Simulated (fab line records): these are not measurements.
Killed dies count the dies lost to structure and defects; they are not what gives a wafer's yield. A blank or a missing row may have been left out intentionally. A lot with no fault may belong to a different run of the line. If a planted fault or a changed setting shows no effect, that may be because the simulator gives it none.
Which tool did it?	flow sky130	13 lots with 39 wafers sampled at 4 steps, on a route of 708 steps

WHAT EACH GAUGE READ, for each wafer
SKY_LDD_N_TW_MEAS_17.
lot	measured	on	LDD_N_TW
L631	day 17 15:24	film-metro-02	2583 2588 2592
L632	day 18 04:07	film-metro-02	2589 2599 2597
L637	day 20 08:28	film-metro-02	2596 2601 2590
L638	day 20 13:58	film-metro-03	2627 2623 2623
L639	day 21 13:38	film-metro-03	2614 2611 2627
L641	day 22 18:02	film-metro-03	2640 2619 2627
L642	day 22 19:07	film-metro-04	2602 2608 2603
L644	day 23 00:26	film-metro-02	2580 2590 2588
L646	day 23 12:55	film-metro-03	2616 2626 2618
L650	day 24 15:05	film-metro-02	2597 2605 2596
L652	day 25 10:04	film-metro-02	2605 2599 2588
L653	day 25 18:24	film-metro-02	2602 2598 2593
L654	day 26 20:47	film-metro-02	2586 2589 2585

SKY_LDD_P_CD_MEAS_07: target cd 380 nm.
lot	measured	on	cd-nm (nm)
L631	day 18 20:20	cd-sem-01	381 379 378
L632	day 19 10:17	cd-sem-02	386 388 388
L637	day 21 16:24	cd-sem-01	377 378 377
L638	day 21 21:15	cd-sem-02	378 378 375
L639	day 22 19:43	cd-sem-02	383 385 385
L641	day 24 00:13	cd-sem-02	380 377 380
L642	day 24 01:28	cd-sem-02	380 378 378
L644	day 24 05:22	cd-sem-02	377 375 376
L646	day 24 18:58	cd-sem-02	385 381 383
L650	day 25 21:14	cd-sem-02	377 380 378
L652	day 26 15:19	cd-sem-01	379 377 379
L653	day 26 23:59	cd-sem-01	384 383 383
L654	day 28 01:34	cd-sem-01	387 384 385

SKY_SD_P_OVL_MEAS_08.
lot	measured	on	SD_P_OVL (nm)
L631	day 25 08:23	overlay-02	3.1 3.2 3.4
L632	day 25 21:19	overlay-02	0.4 1.6 -0.2
L637	day 27 23:17	overlay-02	-1.7 -0.8 -1.9
L638	day 28 04:54	overlay-02	-1.1 0.3 -3.5
L639	day 29 03:35	overlay-02	0.3 0.6 0.4
L641	day 30 03:32	overlay-01	-0.4 0.8 0.5
L642	day 30 06:47	overlay-02	1.9 3.1 2.9
L644	day 30 09:33	overlay-02	-3.1 -0.3 -1.3
L646	day 30 21:17	overlay-01	-1.7 0.0 -2.8
L650	day 31 21:44	overlay-02	-0.5 3.0 1.1
L652	day 32 15:15	overlay-01	-1.3 0.3 1.7
L653	day 32 23:26	overlay-02	1.6 0.6 2.4
L654	day 33 22:04	overlay-02	4.4 3.1 3.5

WHICH TOOL RAN EACH LOT (tool, then ch and the chambers of the sampled wafers, then the start)
lot	SKY_LDD_LDN_CLEAN_14
L631	wet-bench-04 ch 1, day 22 17:12
L632	wet-bench-02 ch 2, day 23 07:42
L637	wet-bench-01 ch 0, day 25 11:51
L638	wet-bench-01 ch 2, day 25 16:02
L639	wet-bench-04 ch 0, day 26 14:39
L641	wet-bench-02 ch 0, day 27 17:18
L642	wet-bench-01 ch 0, day 27 19:05
L644	wet-bench-04 ch 1, day 27 22:41
L646	wet-bench-04 ch 2, day 28 11:15
L650	wet-bench-02 ch 0, day 29 12:39
L652	wet-bench-04 ch 3, day 30 06:35
L653	wet-bench-01 ch 1, day 30 13:02
L654	wet-bench-02 ch 3, day 31 14:15
- SKY_LDD_LDN_CLEAN_14: cleans in SC1/SC2, time 150 s.

WHAT THE TOOLS THEMSELVES READ (means of the sampled wafers that have a number; where no wafer has one, the mark that the record gives instead)
SKY_LDD_LDN_CLEAN_14.
lot	tool	run-length-s (s)
L631	wet-bench-04	174.6
L632	wet-bench-02	177.3
L637	wet-bench-01	176.5
L638	wet-bench-01	178.3
L639	wet-bench-04	175.3
L641	wet-bench-02	173.8
L642	wet-bench-01	175.4
L644	wet-bench-04	182.5
L646	wet-bench-04	177.0
L650	wet-bench-02	182.2
L652	wet-bench-04	113.1
L653	wet-bench-01	181.8
L654	wet-bench-02	173.4

THE ANSWER, worked out from the rows above alone
Rule: the lots themselves supply what counts as usual. Put in order of their means at a reading, lots are off if they are a third of the lots or fewer, leave a main group of 4 or more, and stand apart from it by a gap of 3 or more times the standard deviation of the main group's means; of several such gaps the widest counts. The tables above print the reading to a certain number of digits; a main group whose means all agree to those digits is not used. A lot without any number at a reading at which 4 lots or more have one is off too. The other lots that the step has rows for count as sound. Order of review: gauges by route order, followed by the tools' own readings, for which a lot's mean as printed above is used. At the first step where some lot is off, the reading lying furthest off is the one used; lots without a number count as furthest.
Off: L652 (SKY_LDD_LDN_CLEAN_14, run-length-s). The main group has a mean of 177.3 s with a standard deviation of 3.1.
If a tool, at that step or one of the process steps before it, ran each lot that is off and ran no sound lot following the first of them, it fits. One fits: SKY_LDD_LDN_CLEAN_14 on wet-bench-04. Its last sound lot is L646 (day 28 11:15), its first lot that is off L652 (day 30 06:35): a fault that began between those two fits.
The tool's own readings at SKY_LDD_LDN_CLEAN_14 bear it out: on the lots that are off they differ by more than 5 times the standard deviation of the sound lots' means. run-length-s reads 113.1 s there against 177.3 s on the sound lots.

WHAT THE SIMULATOR PUT IN
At SKY_LDD_LDN_CLEAN_14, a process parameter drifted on wet-bench-04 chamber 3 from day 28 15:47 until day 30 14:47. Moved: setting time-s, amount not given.
Struck lots among those shown: L652. The rule above found the same.
